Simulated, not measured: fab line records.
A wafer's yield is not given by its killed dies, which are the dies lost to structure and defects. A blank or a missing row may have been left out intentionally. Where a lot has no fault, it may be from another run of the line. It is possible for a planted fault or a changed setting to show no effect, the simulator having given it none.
fab line records	flow sky130
record lots=6	wafers=18	last-day=51
route steps=708 shown LDD_HVP@283 LDD_LDN@289 PAD_OPEN@708
lots that met no fault: taken from a fault-free run of the same line
start-h: hours from the record's first day to the start of the lot's first wafer shown	wait-h: hours since the lot's step before	" unchanged from the row above	L1.1+2: a row that stands for several wafers	- no value, or no start was given	* or withheld: withheld	< > ~ a bound
route shown NAME@n: a module of which the file shows steps, and the number in the route of the first	usual: mean and standard deviation over wafers with no fault	same: alike in all rows	chamber/n: place in a boat	sites: per-site readings	_std_site: their standard deviation	_edge_site: outer sites' mean less inner sites'	radius-mm: how far each site lies from the wafer's centre	mask NAME#n: copy n	behind: tool/chamber where the wafer was last shaped	hold: cause of the lot's hold/its duration in hours/its outcome	device: which transistor (n, p or np) failed to switch	end of line: the tests these same wafers got at the end of their route	a step with no rows: only its recipe	killed: dies that structure and defects cost at the first sort, which is not the same as the wafer's yield	map: a wafer's dies, marking killed ones x, the rest . and places with no die _
set.NAME: setting as actually run; set.NAME@STEP: the setting as run at that earlier step	model.NAME: the simulator's own value behind a step, which no gauge read
lots at some steps of the route; a table a step, a row a wafer
services: when a tool's chamber went out of use (start-h, in hours from the record's first day, below 0 if earlier), for how many hours, and the reason
## steps
# step SKY_LDD_HVP_PEB_05
# recipe temp-c=withheld	time-s=*	resist=NOVOLAK
# step SKY_LDD_HVP_DEVELOP_06
# recipe resist=NOVOLAK	developer=TMAH	develop-time-s=60	dev-temp-c=23
# step SKY_LDD_HVP_OVL_MEAS_07
# usual LDD_HVP_OVL=1.2/1.3
lot.wafer	tool	chamber	start-h	wait-h	LDD_HVP_OVL[nm]
L234.2	overlay-01	-	513.71	0.1	1.0
L234.4	"	-	"	"	1.0
L234.5	"	-	"	"	-0.3
L238.2	overlay-02	-	551.07	0.1	2.3
L238.3	"	-	"	"	1.9
L238.4	"	-	"	"	3.7
L241.3	overlay-01	-	576.16	0.1	0.5
L241.4	"	-	"	"	0.7
L241.6	"	-	"	"	-0.9
L242.1	overlay-01	-	594.54	0.1	-0.7
L242.2	"	-	"	"	2.7
L242.5	"	-	"	"	-0.4
L253.3	overlay-02	-	686.16	0.1	2.4
L253.4	"	-	"	"	1.7
L253.5	"	-	"	"	3.3
L257.1	overlay-01	-	707.11	0.1	1.6
L257.4	"	-	"	"	0.5
L257.6	"	-	"	"	-0.5
# step SKY_LDD_HVP_IMPLANT_08
# recipe species=B	energy-kev=20	dose-cm2=1.7e+13	tilt-deg=17.9
# step SKY_LDD_HVP_STRIP_09
# recipe chemistry=O2/N2	power-w=1400	pressure-mtorr=1500	platen-temp-c=withheld	o2-flow-sccm=3000	n2-flow-sccm=300	overash-fraction=0.5
# usual drypump-motor-current-A=5.9/0.39	oes-product-au=0.408/0.0045	strip-time-to-endpoint-s=4.130/0.015
# same overash-fraction=0.5
lot.wafer	tool	chamber	start-h	wait-h	drypump-motor-current-A	oes-product-au	rf-hours-counter-h	strip-time-to-endpoint-s
L234.2	plasma-asher-01	0	513.89	0.1	5.4	0.410	8	4.138
L234.4	"	1	"	"	6.2	0.407	-	4.125
L234.5	"	0	"	"	5.4	0.408	-	4.120
L238.2	plasma-asher-04	0	551.25	0.1	5.9	0.406	67	4.129
L238.3	"	0	"	"	5.9	0.418	-	4.153
L238.4	"	1	"	"	6.5	0.414	-	4.137
L241.3	plasma-asher-03	0	576.37	0.1	5.6	0.412	-	4.162
L241.4	"	1	"	"	6.2	0.405	-	4.153
L241.6	"	0	"	"	5.6	0.407	-	4.143
L242.1	plasma-asher-04	0	594.73	0.1	5.9	0.409	71	4.143
L242.2	"	1	"	"	6.5	0.404	71	4.141
L242.5	"	1	"	"	6.4	0.407	-	4.162
L253.3	plasma-asher-03	0	686.36	0.1	5.6	0.413	-	4.145
L253.4	"	1	"	"	6.2	0.407	-	4.123
L253.5	"	0	"	"	5.6	0.407	-	4.119
L257.1	plasma-asher-04	1	707.30	0.1	6.4	0.398	82	4.115
L257.4	"	1	"	"	6.5	0.402	-	4.117
L257.6	"	0	"	"	5.9	0.411	-	4.113
# step SKY_LDD_HVP_TW_MEAS_10
# usual LDD_HVP_TW=459/3.8
lot.wafer	tool	chamber	start-h	wait-h	LDD_HVP_TW
L234.2	film-metro-02	-	514.00	0.1	458
L234.4	"	-	"	"	458
L234.5	"	-	"	"	457
L238.2	film-metro-04	-	551.36	0.1	461
L238.3	"	-	"	"	462
L238.4	"	-	"	"	464
L241.3	film-metro-02	-	576.46	0.1	462
L241.4	"	-	"	"	462
L241.6	"	-	"	"	462
L242.1	film-metro-02	-	594.83	0.1	460
L242.2	"	-	"	"	459
L242.5	"	-	"	"	460
L253.3	film-metro-04	-	686.45	0.1	464
L253.4	"	-	"	"	463
L253.5	"	-	"	"	465
L257.1	film-metro-02	-	707.40	0.1	457
L257.4	"	-	"	"	460
L257.6	"	-	"	"	459
# step SKY_LDD_LDN_DEHYDRATE_00
# recipe temp-c=200	time-s=60
# step SKY_LDD_LDN_HMDS_01
# recipe prime-time-s=60	prime-temp-c=120
# step SKY_LDD_LDN_COAT_02
# recipe resist=NOVOLAK	spin-rpm=3000	resist-thk-nm=1140
# step SKY_LDD_LDN_SOFTBAKE_03
# recipe temp-c=90	time-s=60	resist=NOVOLAK
# step SKY_LDD_LDN_EXPOSE_04
# recipe mask-id=LDNTM	na=0.6	source-shape=conventional	sigma-outer=0.6	polarization=unpolarized	target-cd-nm=700	dose-mj=140
# step SKY_LDD_LDN_PEB_05
# recipe temp-c=withheld	time-s=*	resist=NOVOLAK
# step SKY_LDD_LDN_DEVELOP_06
# recipe resist=NOVOLAK	developer=TMAH	develop-time-s=60	dev-temp-c=23
# usual developer-temp-C=23.02/0.1
# same develop-time-s=60
lot.wafer	tool	chamber	start-h	wait-h	developer-temp-C
L234.2	litho-track-02	0	545.23	0.1	22.76
L234.4	"	0	"	"	22.83
L234.5	"	0	"	"	22.98
L238.2	litho-track-04	0	582.26	0.1	23.05
L238.3	"	0	"	"	22.95
L238.4	"	0	"	"	23.14
L241.3	litho-track-04	0	606.93	0.1	22.07
L241.4	"	0	"	"	22.07
L241.6	"	0	"	"	22.12
L242.1	litho-track-04	0	625.53	0.1	22.10
L242.2	"	0	"	"	22.09
L242.5	"	0	"	"	22.07
L253.3	litho-track-02	0	716.55	0.1	22.84
L253.4	"	0	"	"	22.91
L253.5	"	0	"	"	22.89
L257.1	litho-track-04	0	737.28	0.1	23.05
L257.4	"	0	"	"	23.08
L257.6	"	0	"	"	22.87
# step SKY_LDD_LDN_OVL_MEAS_07
# usual LDD_LDN_OVL=-0.4/1.5
lot.wafer	tool	chamber	start-h	wait-h	LDD_LDN_OVL[nm]
L234.2	overlay-01	-	545.36	0.1	-1.9
L234.4	"	-	"	"	-2.7
L234.5	"	-	"	"	-2.1
L238.2	overlay-02	-	582.39	0.1	1.4
L238.3	"	-	"	"	2.5
L238.4	"	-	"	"	-0.1
L241.3	overlay-02	-	607.04	0.1	-0.7
L241.4	"	-	"	"	-0.4
L241.6	"	-	"	"	-2.4
L242.1	overlay-01	-	625.68	0.1	-1.6
L242.2	"	-	"	"	0.5
L242.5	"	-	"	"	-2.0
L253.3	overlay-02	-	716.66	0.1	1.5
L253.4	"	-	"	"	2.4
L253.5	"	-	"	"	1.0
L257.1	overlay-01	-	737.43	0.1	-2.8
L257.4	"	-	"	"	-1.4
L257.6	"	-	"	"	0.4
# step SKY_PAD_OPEN_PROBE_99
# usual killed_at_M0_to_M3=43/7	killed_at_M4_up=3.1/1.5	killed-at-contacts=23/4.9	killed-at-front-end=16/3.9	killed-at-other=0.3/0.52	killed-dies=86/8.2	killed-open=47/6.1	killed-short=38/5.8
# same gross-dies=492	killed-at-back-side=0
lot.wafer	tool	chamber	start-h	wait-h	killed_at_M0_to_M3	killed_at_M4_up	killed-at-contacts	killed-at-front-end	killed-at-other	killed-dies	killed-open	killed-short
L238.2	prober-02	-	1133.37	0.1	50	4	16	14	0	84	39	45
L238.3	prober-02	-	1133.42	0.2	40	2	33	11	0	86	42	41
L238.4	prober-02	-	1133.47	0.2	42	2	28	14	0	86	51	35
L241.3	prober-01	-	1153.24	0.2	46	5	23	23	1	98	47	50
L241.4	prober-01	-	1153.29	0.2	34	1	18	11	0	64	31	33
L241.6	prober-01	-	1153.39	0.2	44	3	18	19	0	84	44	40
L253.3	prober-02	-	1218.41	0.2	45	4	23	16	0	88	44	42
L253.4	prober-02	-	1218.46	0.2	39	2	23	20	0	84	51	33
L253.5	prober-02	-	1218.51	0.2	46	7	19	9	1	82	49	33
L257.1	prober-02	-	1225.41	0.1	44	2	23	14	0	83	43	40
L257.4	prober-02	-	1225.56	0.2	35	2	28	13	2	80	44	36
L257.6	prober-02	-	1225.66	0.2	43	5	29	10	0	87	49	38
# killed by level:class
L238.2 METAL1:geometric-particle:short=9 VIA1:geometric-particle:open=9 METAL3:geometric-particle:short=7 VIA2:geometric-particle:open=6 CONTACT:geometric-particle:open=6 VIA1:geometric-particle:short=6 POLY_GATE:geometric-particle:open=4 LI_CONTACT:geometric-particle:open=4
L238.3 CONTACT:geometric-particle:open=10 VIA1:geometric-particle:open=8 LOCAL_INTERCONNECT:geometric-particle:short=7 CONTACT:geometric-particle:short=7 LI_CONTACT:geometric-particle:open=6 METAL1:geometric-particle:short=6 FIELD_ISO:geometric-particle:open=5 METAL2:geometric-particle:short=5
L238.4 VIA1:geometric-particle:open=16 LI_CONTACT:geometric-particle:open=9 CONTACT:geometric-particle:open=9 VIA1:geometric-particle:short=6 CONTACT:geometric-particle:short=6 VIA3:geometric-particle:open=5 FIELD_ISO:geometric-particle:short=4 FIELD_ISO:geometric-particle:open=4
L241.3 VIA1:geometric-particle:open=12 CONTACT:geometric-particle:open=9 POLY_GATE:geometric-particle:short=8 CONTACT:geometric-particle:short=7 POLY_GATE:geometric-particle:open=6 METAL1:geometric-particle:short=6 VIA1:geometric-particle:short=6 METAL2:geometric-particle:short=5
L241.4 VIA1:geometric-particle:open=7 FIELD_ISO:geometric-particle:short=5 LI_CONTACT:geometric-particle:open=5 CONTACT:geometric-particle:open=5 CONTACT:geometric-particle:short=4 METAL1:geometric-particle:short=4 VIA1:geometric-particle:short=4 METAL2:geometric-particle:short=4
L241.6 VIA1:geometric-particle:open=11 CONTACT:geometric-particle:open=10 METAL1:geometric-particle:short=7 FIELD_ISO:geometric-particle:short=6 FIELD_ISO:geometric-particle:open=5 LOCAL_INTERCONNECT:geometric-particle:short=4 VIA2:geometric-particle:short=4 VIA2:geometric-particle:open=4
L253.3 VIA1:geometric-particle:open=14 VIA2:geometric-particle:open=6 POLY_GATE:geometric-particle:short=5 LI_CONTACT:geometric-particle:open=5 LOCAL_INTERCONNECT:geometric-particle:short=5 CONTACT:geometric-particle:open=5 METAL1:geometric-particle:short=5 VIA2:geometric-particle:short=5
L253.4 VIA1:geometric-particle:open=11 LI_CONTACT:geometric-particle:open=10 CONTACT:geometric-particle:open=8 FIELD_ISO:geometric-particle:short=7 VIA3:geometric-particle:open=6 POLY_GATE:geometric-particle:open=5 METAL1:geometric-particle:short=5 VIA1:geometric-particle:short=5
L253.5 VIA1:geometric-particle:open=16 VIA3:geometric-particle:open=8 METAL4:geometric-particle:short=5 LOCAL_INTERCONNECT:geometric-particle:open=4 LOCAL_INTERCONNECT:geometric-particle:short=4 VIA2:geometric-particle:open=4 METAL3:geometric-particle:short=4 FIELD_ISO:geometric-particle:open=3
L257.1 VIA1:geometric-particle:open=15 LI_CONTACT:geometric-particle:open=7 LOCAL_INTERCONNECT:geometric-particle:short=5 CONTACT:geometric-particle:open=5 VIA1:geometric-particle:short=5 VIA2:geometric-particle:open=5 METAL2:geometric-particle:short=5 LI_CONTACT:geometric-particle:short=4
L257.4 CONTACT:geometric-particle:open=11 LI_CONTACT:geometric-particle:open=9 METAL1:geometric-particle:short=6 VIA1:geometric-particle:short=6 VIA1:geometric-particle:open=5 VIA2:geometric-particle:open=5 VIA3:geometric-particle:open=5 FIELD_ISO:geometric-particle:short=3
L257.6 CONTACT:geometric-particle:open=11 VIA1:geometric-particle:open=9 VIA2:geometric-particle:open=7 VIA1:geometric-particle:short=6 LI_CONTACT:geometric-particle:open=6 CONTACT:geometric-particle:short=6 VIA3:geometric-particle:open=5 METAL2:geometric-particle:short=5
## services
tool	chamber	start-h	hours	kind
plasma-asher-01	-	517.58	0.3	repair
plasma-asher-04	-	574.31	4.3	pm
plasma-asher-03	-	577.25	0.3	repair
plasma-asher-01	-	646.88	2.3	repair
plasma-asher-03	-	654.46	1.9	repair
plasma-asher-03	-	725.99	1.6	repair
## key
first-sign step=SKY_LDD_LDN_DEVELOP_06	reading=developer-temp-C	direction=down	sigmas=8.9	usual=*	struck=*
effect none on later readings
met-at SKY_LDD_LDN_DEVELOP_06
struck-wafers L241.3,L241.4,L241.6,L242.1,L242.2,L242.5
tester-left-out L241,L242
onset-between 582.26 606.93
fault kind=process-parameter-drift	tool=litho-track-04	chamber=-	onset-h=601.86	steps=SKY_LDD_LDN_DEVELOP_06	channel=dev-temp-c	offset=*	shape=step	end-h=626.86	acts-in=*	stated=*
# tester-left-out: of these lots the tester's yield and bins aren't shown, on N5 and GAA mostly nor the transistor test; their killed dies are dies lost to structure and defects alone, not to doping, threshold or leakage, so they don't give the yield
